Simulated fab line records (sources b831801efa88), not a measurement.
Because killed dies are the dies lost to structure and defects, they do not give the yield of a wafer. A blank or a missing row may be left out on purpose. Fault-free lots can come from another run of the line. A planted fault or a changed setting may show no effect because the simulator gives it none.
fab line records | flow sky130
[record] lots = 7 | wafers = 21 | lastDay = 50
route steps=708 shown RES_XHIGH@336 SD_N@342 PAD_OPEN@708
lots that met no fault: from a run of the same line without faults
startH: the number of hours between the record's first day and the start of the first shown wafer of the lot | waitH: hours since the lot's step before | " unchanged from the row above | L1.1+2: one row covering several wafers at once | - value missing, or start not given | * or withheld: withheld | < > ~ a bound
route shown NAME@n: a module of which the file shows steps, and the number in the route of the first | usual: the fault-free wafers' mean and standard deviation | same: alike in all rows | chamber/n: place in a boat | sites: per-site readings | _std_site: standard deviation of those values | _edge_site: the outer-site mean with the inner-site mean subtracted | radiusMm: for every site, how far away it sits from the centre of the wafer | mask NAME#n: copy n | behind: tool/chamber where the wafer was last shaped | hold: the reason the lot was held/the length of the hold in hours/how it ended | device: the n, p or np transistor that did not switch | end of line: the route-end tests of the same wafers | a step with no rows: only its recipe | killed: not the wafer's yield, but the dies lost to structure and defects at the first sort | map: per-die view of a wafer (x killed, . not killed, _ where there is no die)
set.NAME: the setting as run; set.NAME@STEP: as run at that earlier step | model.NAME: the simulator's own value behind a step, which no gauge read
certain route steps with their lots: each step a table, each wafer a row
services: the hour from which a tool's chamber was out of use, counted from the record's first day as startH (under 0 if before that day), plus the number of hours and why
[[steps]]
[step SKY_RES_XHIGH_EXPOSE_04]
[recipe] maskId = URPM | na = 0.6 | sourceShape = conventional | sigmaOuter = 0.6 | polarization = unpolarized | targetCdNm = 1270 | doseMj = 140
[step SKY_RES_XHIGH_PEB_05]
[recipe] tempC = withheld | timeS = * | resist = NOVOLAK
[step SKY_RES_XHIGH_DEVELOP_06]
[recipe] resist = NOVOLAK | developer = TMAH | developTimeS = 60 | devTempC = 23
[step SKY_RES_XHIGH_IMPLANT_07]
[recipe] species = BF2 | energyKev = 20 | doseCm2 = 3.6e+14 | tiltDeg = 0
[step SKY_RES_XHIGH_STRIP_08]
[recipe] chemistry = O2/N2 | powerW = 1400 | pressureMtorr = 1500 | platenTempC = withheld | o2FlowSccm = 3000 | n2FlowSccm = 300 | overashFraction = 0.5
[usual] drypumpMotorCurrentA = 5.59/0.23 | n2FlowSccm = 300.0/0.88 | oesProductAu = 0.710/0.0045 | stripTimeToEndpointS = 14.28/0.035
lot.wafer | tool           | chamber | startH | waitH | drypumpMotorCurrentA | n2FlowSccm | oesProductAu | rfHoursCounterH | stripTimeToEndpointS
L922.2    | plasmaAsher-01 | 1       | 644.80 | 0.1   | 5.59                 | 300.3      | 0.715        | 22              | 14.30
L922.4    | "              | 1       | "      | "     | 5.59                 | 300.4      | 0.709        | -               | 14.30
L922.5    | "              | 1       | "      | "     | 5.57                 | 299.8      | 0.711        | -               | 14.29
L930.2    | plasmaAsher-01 | 0       | 713.40 | 0.1   | 5.74                 | 300.0      | 0.705        | 29              | 14.29
L930.5    | "              | 0       | "      | "     | 5.73                 | 300.1      | 0.718        | -               | 14.25
L930.6    | "              | 1       | "      | "     | 5.66                 | 299.2      | 0.713        | -               | 14.24
L938.3    | plasmaAsher-01 | 0       | 771.60 | 0.1   | 5.72                 | 300.3      | 0.712        | -               | 14.32
L938.5    | "              | 1       | "      | "     | 5.62                 | 300.2      | 0.709        | -               | 14.26
L938.6    | "              | 0       | "      | "     | 5.72                 | 299.3      | 0.701        | -               | 14.27
L939.3    | plasmaAsher-02 | 1       | 777.76 | 0.1   | 5.25                 | 298.7      | 0.708        | -               | 14.32
L939.5    | "              | 1       | "      | "     | 5.25                 | 299.6      | 0.708        | -               | 14.24
L939.6    | "              | 0       | "      | "     | 5.62                 | 299.9      | 0.709        | -               | 14.26
L940.1    | plasmaAsher-01 | 0       | 781.89 | 0.1   | 5.73                 | 300.1      | 0.715        | 37              | 14.24
L940.2    | "              | 1       | "      | "     | 5.61                 | 300.6      | 0.716        | 37              | 14.27
L940.4    | "              | 1       | "      | "     | 5.64                 | 300.2      | 0.712        | -               | 14.26
L941.1    | plasmaAsher-01 | 0       | 790.79 | 0.1   | 5.72                 | 300.2      | 0.717        | 38              | 14.26
L941.3    | "              | 0       | "      | "     | 5.73                 | 300.2      | 0.706        | -               | 14.24
L941.5    | "              | 0       | "      | "     | 5.72                 | 301.7      | 0.712        | -               | 14.29
L942.2    | plasmaAsher-02 | 1       | 798.59 | 0.1   | 5.23                 | 300.3      | 0.710        | 68              | 14.31
L942.4    | "              | 0       | "      | "     | 5.63                 | 298.7      | 0.706        | -               | 14.33
L942.5    | "              | 1       | "      | "     | 5.26                 | 299.2      | 0.706        | -               | 14.31
[step SKY_RES_XHIGH_TW_MEAS_09]
[usual] RES_XHIGH_TW = 1634/16
lot.wafer | tool         | chamber | startH | waitH | RES_XHIGH_TW
L922.2    | filmMetro-01 | -       | 644.91 | 0.1   | 1631
L922.4    | "            | -       | "      | "     | 1627
L922.5    | "            | -       | "      | "     | 1641
L930.2    | filmMetro-02 | -       | 713.51 | 0.1   | 1624
L930.5    | "            | -       | "      | "     | 1625
L930.6    | "            | -       | "      | "     | 1628
L938.3    | filmMetro-01 | -       | 771.69 | 0.1   | 1633
L938.5    | "            | -       | "      | "     | 1636
L938.6    | "            | -       | "      | "     | 1632
L939.3    | filmMetro-02 | -       | 777.85 | 0.1   | 1613
L939.5    | "            | -       | "      | "     | 1612
L939.6    | "            | -       | "      | "     | 1611
L940.1    | filmMetro-04 | -       | 781.99 | 0.1   | 1657
L940.2    | "            | -       | "      | "     | 1653
L940.4    | "            | -       | "      | "     | 1665
L941.1    | filmMetro-04 | -       | 790.89 | 0.1   | 1659
L941.3    | "            | -       | "      | "     | 1643
L941.5    | "            | -       | "      | "     | 1649
L942.2    | filmMetro-01 | -       | 798.70 | 0.1   | 1629
L942.4    | "            | -       | "      | "     | 1640
L942.5    | "            | -       | "      | "     | 1621
[step SKY_SD_N_DEHYDRATE_00]
[recipe] tempC = 200 | timeS = 60
[step SKY_SD_N_HMDS_01]
[recipe] primeTimeS = 60 | primeTempC = 120
[step SKY_SD_N_COAT_02]
[recipe] resist = NOVOLAK | spinRpm = 3000 | resistThkNm = 1140
[step SKY_SD_N_SOFTBAKE_03]
[recipe] tempC = 90 | timeS = 61.49 | resist = NOVOLAK
[usual] plateSensorTCentreC = 90.758/0.011 | plateSensorTEdgeC = 90.828/0.0092
lot.wafer | tool          | chamber | startH | waitH | plateSensorTCentreC | plateSensorTEdgeC
L922.2    | lithoTrack-04 | 0       | 659.39 | 0.1   | 90.762              | 90.840
L922.4    | "             | 0       | "      | "     | 90.751              | 90.817
L922.5    | "             | 0       | "      | "     | 90.745              | 90.828
L930.2    | lithoTrack-03 | 0       | 726.98 | 0.1   | 90.769              | 90.822
L930.5    | "             | 0       | "      | "     | 90.787              | 90.817
L930.6    | "             | 0       | "      | "     | 90.771              | 90.842
L938.3    | lithoTrack-03 | 0       | 785.10 | 0.1   | 90.742              | 90.829
L938.5    | "             | 0       | "      | "     | 90.764              | 90.833
L938.6    | "             | 0       | "      | "     | 90.749              | 90.817
L939.3    | lithoTrack-04 | 0       | 790.37 | 0.1   | 90.751              | 90.836
L939.5    | "             | 0       | "      | "     | 90.756              | 90.831
L939.6    | "             | 0       | "      | "     | 90.766              | 90.832
L940.1    | lithoTrack-03 | 0       | 795.15 | 0.1   | 90.740              | 90.830
L940.2    | "             | 0       | "      | "     | 90.742              | 90.816
L940.4    | "             | 0       | "      | "     | 90.759              | 90.834
L941.1    | lithoTrack-01 | 0       | 804.24 | 0.1   | 90.768              | 90.846
L941.3    | "             | 0       | "      | "     | 90.743              | 90.833
L941.5    | "             | 0       | "      | "     | 90.756              | 90.819
L942.2    | lithoTrack-03 | 0       | 811.78 | 0.1   | 90.765              | 90.838
L942.4    | "             | 0       | "      | "     | 90.752              | 90.832
L942.5    | "             | 0       | "      | "     | 90.765              | 90.818
[step SKY_SD_N_EXPOSE_04]
[recipe] maskId = NSDM | na = 0.6 | sourceShape = conventional | sigmaOuter = 0.6 | polarization = unpolarized | targetCdNm = 380 | doseMj = 141
[step SKY_SD_N_PEB_05]
[recipe] tempC = withheld | timeS = * | resist = NOVOLAK
[step SKY_SD_N_DEVELOP_06]
[recipe] resist = NOVOLAK | developer = TMAH | developTimeS = 60 | devTempC = 23
lot.wafer  | tool          | chamber | startH | waitH
L922.2+4+5 | lithoTrack-04 | 0       | 672.59 | 0.1
L930.2+5+6 | lithoTrack-04 | 0       | 740.79 | 0.1
L938.3+5+6 | lithoTrack-04 | 0       | 798.47 | 0.1
L939.3+5+6 | lithoTrack-01 | 0       | 803.69 | 0.1
L940.1+2+4 | lithoTrack-04 | 0       | 807.72 | 0.1
L941.1+3+5 | lithoTrack-04 | 0       | 817.27 | 0.1
L942.2+4+5 | lithoTrack-03 | 0       | 824.38 | 0.1
[step SKY_SD_N_CD_MEAS_07]
[recipe] targetCdNm = 380
[usual] cdNm = 380.2/2.4
lot.wafer | tool     | chamber | startH | waitH | hold                    | cdNm
L922.2    | cdSem-02 | -       | 672.74 | 0.1   | -                       | 378.8
L922.4    | "        | -       | "      | "     | -                       | 379.7
L922.5    | "        | -       | "      | "     | -                       | 377.3
L930.2    | cdSem-01 | -       | 740.94 | 0.1   | -                       | 377.6
L930.5    | "        | -       | "      | "     | -                       | 379.7
L930.6    | "        | -       | "      | "     | -                       | 379.8
L938.3    | cdSem-02 | -       | 798.61 | 0.1   | awaitDispo/0.2h/release | 231.7
L938.5    | "        | -       | "      | "     | awaitDispo/0.2h/release | 231.5
L938.6    | "        | -       | "      | "     | awaitDispo/0.2h/release | 228.8
L938.3    | cdSem-02 | -       | 798.90 | 0.3   | -                       | 231.7
L938.5    | "        | -       | "      | "     | -                       | 231.7
L938.6    | "        | -       | "      | "     | -                       | 228.8
L939.3    | cdSem-01 | -       | 803.83 | 0.1   | -                       | 380.0
L939.5    | "        | -       | "      | "     | -                       | 380.6
L939.6    | "        | -       | "      | "     | -                       | 378.3
L940.1    | cdSem-02 | -       | 807.87 | 0.1   | awaitDispo/0.2h/release | 233.7
L940.2    | "        | -       | "      | "     | awaitDispo/0.2h/release | 233.5
L940.4    | "        | -       | "      | "     | awaitDispo/0.2h/release | 232.2
L940.1    | cdSem-02 | -       | 808.16 | 0.3   | -                       | 233.9
L940.2    | "        | -       | "      | "     | -                       | 233.3
L940.4    | "        | -       | "      | "     | -                       | 232.5
L941.1    | cdSem-02 | -       | 817.42 | 0.1   | awaitDispo/0.2h/release | 232.8
L941.3    | "        | -       | "      | "     | awaitDispo/0.2h/release | 231.3
L941.5    | "        | -       | "      | "     | awaitDispo/0.2h/release | 231.6
L941.1    | cdSem-02 | -       | 817.71 | 0.3   | -                       | 232.9
L941.3    | "        | -       | "      | "     | -                       | 231.0
L941.5    | "        | -       | "      | "     | -                       | 231.5
L942.2    | cdSem-02 | -       | 824.52 | 0.1   | -                       | 380.4
L942.4    | "        | -       | "      | "     | -                       | 382.5
L942.5    | "        | -       | "      | "     | -                       | 381.0
[step SKY_PAD_OPEN_PROBE_99]
[usual] defectLimitedYield = 82.2/2.2 | killed_at_M0_to_M3 = 45/7.1 | killed_at_M4_up = 3.0/1.8 | killedAtContacts = 24/5.4 | killedAtFrontEnd = 16/4.9 | killedAtOther = 0.3/0.63 | killedDies = 88/11 | killedOpen = 47/7.4 | killedShort = 40/7 | sort_bin_3_pad_short = 1.0/0.43 | sort_bin_5_function = 10.6/1.7 | sort_bin_6_memory = 6.3/1.1 | sortNPass = 404/11 | sortYieldPct = 82.2/2.2
[same] grossDies = 492 | killedAtBackSide = 0 | sort_bin_4_leakage[%] = 0 | sort_bin_8_speed[%] = 0
lot.wafer | tool      | chamber | startH  | waitH | defectLimitedYield[%] | killed_at_M0_to_M3 | killed_at_M4_up | killedAtContacts | killedAtFrontEnd | killedAtOther | killedDies | killedOpen | killedShort | sort_bin_3_pad_short[%] | sort_bin_5_function[%] | sort_bin_6_memory[%] | sortNPass | sortYieldPct[%]
L922.2    | prober-02 | -       | 1094.52 | 0.1   | 83.9                  | 34                 | 2               | 22               | 21               | 0             | 79         | 37         | 42          | 0.8                     | 9.3                    | 5.9                  | 413       | 83.9
L922.4    | prober-02 | -       | 1094.62 | 0.2   | 85.0                  | 42                 | 2               | 19               | 11               | 0             | 74         | 39         | 35          | 0.6                     | 8.5                    | 5.9                  | 418       | 85.0
L922.5    | prober-02 | -       | 1094.67 | 0.2   | 85.2                  | 44                 | 1               | 9                | 19               | 0             | 73         | 33         | 40          | 1.2                     | 9.1                    | 4.5                  | 419       | 85.2
L930.2    | prober-02 | -       | 1141.89 | 0.1   | 85.6                  | 36                 | 2               | 14               | 19               | 0             | 71         | 29         | 42          | 1.0                     | 7.5                    | 5.9                  | 421       | 85.6
L930.5    | prober-02 | -       | 1142.04 | 0.2   | 80.9                  | 51                 | 2               | 26               | 15               | 0             | 94         | 51         | 43          | 1.2                     | 12.8                   | 5.1                  | 398       | 80.9
L930.6    | prober-02 | -       | 1142.09 | 0.2   | 81.7                  | 47                 | 1               | 18               | 22               | 2             | 90         | 46         | 44          | 1.4                     | 9.8                    | 7.1                  | 402       | 81.7
// killed by level:class
L922.2 LI_CONTACT:geometricParticle:open=8 LOCAL_INTERCONNECT:geometricParticle:short=7 POLY_GATE:geometricParticle:open=6 VIA2:geometricParticle:open=6 VIA3:geometricParticle:short=5 VIA1:geometricParticle:short=5 FIELD_ISO:geometricParticle:short=4 CONTACT:geometricParticle:open=4
L922.4 VIA1:geometricParticle:open=10 VIA3:geometricParticle:open=8 CONTACT:geometricParticle:open=6 METAL1:geometricParticle:short=6 METAL2:geometricParticle:short=6 LI_CONTACT:geometricParticle:open=5 POLY_GATE:geometricParticle:open=4 CONTACT:geometricParticle:short=4
L922.5 METAL1:geometricParticle:short=7 VIA1:geometricParticle:open=6 VIA1:geometricParticle:short=6 VIA2:geometricParticle:open=6 POLY_GATE:geometricParticle:short=5 VIA2:geometricParticle:short=5 POLY_GATE:geometricParticle:open=4 SPACER:geometricParticle:open=4
L930.2 FIELD_ISO:geometricParticle:short=8 METAL2:geometricParticle:short=6 VIA2:geometricParticle:short=6 VIA1:geometricParticle:open=5 VIA3:geometricParticle:open=4 FIELD_ISO:geometricParticle:open=4 LI_CONTACT:geometricParticle:open=4 CONTACT:geometricParticle:open=4
L930.5 CONTACT:geometricParticle:open=13 VIA1:geometricParticle:open=10 METAL1:geometricParticle:short=8 VIA3:geometricParticle:open=7 FIELD_ISO:geometricParticle:open=6 LI_CONTACT:geometricParticle:open=5 VIA1:geometricParticle:short=5 METAL2:geometricParticle:short=5
L930.6 CONTACT:geometricParticle:open=11 VIA1:geometricParticle:open=8 METAL1:geometricParticle:short=7 METAL2:geometricParticle:short=7 VIA3:geometricParticle:open=7 POLY_GATE:geometricParticle:short=6 SPACER:geometricParticle:open=5 VIA2:geometricParticle:short=5
[[services]]
tool           | chamber | startH | hours | kind
plasmaAsher-01 | -       | 663.76 | 3.3   | repair
lithoTrack-04  | -       | 711.56 | -     | consumableReplace:filter
lithoTrack-01  | -       | 741.27 | -     | consumableReplace:filter
plasmaAsher-02 | -       | 742.67 | 0.7   | repair
plasmaAsher-02 | -       | 751.20 | 4.2   | repair
plasmaAsher-02 | -       | 810.30 | 1.5   | repair
[[key]]
[firstSign] step = SKY_SD_N_CD_MEAS_07 | reading = visit | direction = added
[effect] step = SKY_SD_N_CD_MEAS_07 | reading = cdNm | direction = down | sigmas = 61 | usual = 380.2 | struck = 231.9
metAt SKY_SD_N_DEVELOP_06
struckWafers L938.3,L938.5,L938.6,L940.1,L940.2,L940.4,L941.1,L941.3,L941.5
scrappedBehind SKY_SD_N_CD_MEAS_07 L938.3,L938.5,L938.6,L940.1,L940.2,L940.4,L941.1,L941.3,L941.5
onsetBetween 740.79 798.47
alsoFits SKY_RES_XHIGH_STRIP_08:plasmaAsher-01
[fault] kind = processParameterDrift | tool = lithoTrack-04 | chamber = - | onsetH = 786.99 | steps = SKY_SD_N_DEVELOP_06 | channel = developTimeS | offset = * | shape = step | endH = 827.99 | actsIn = * | stated = *
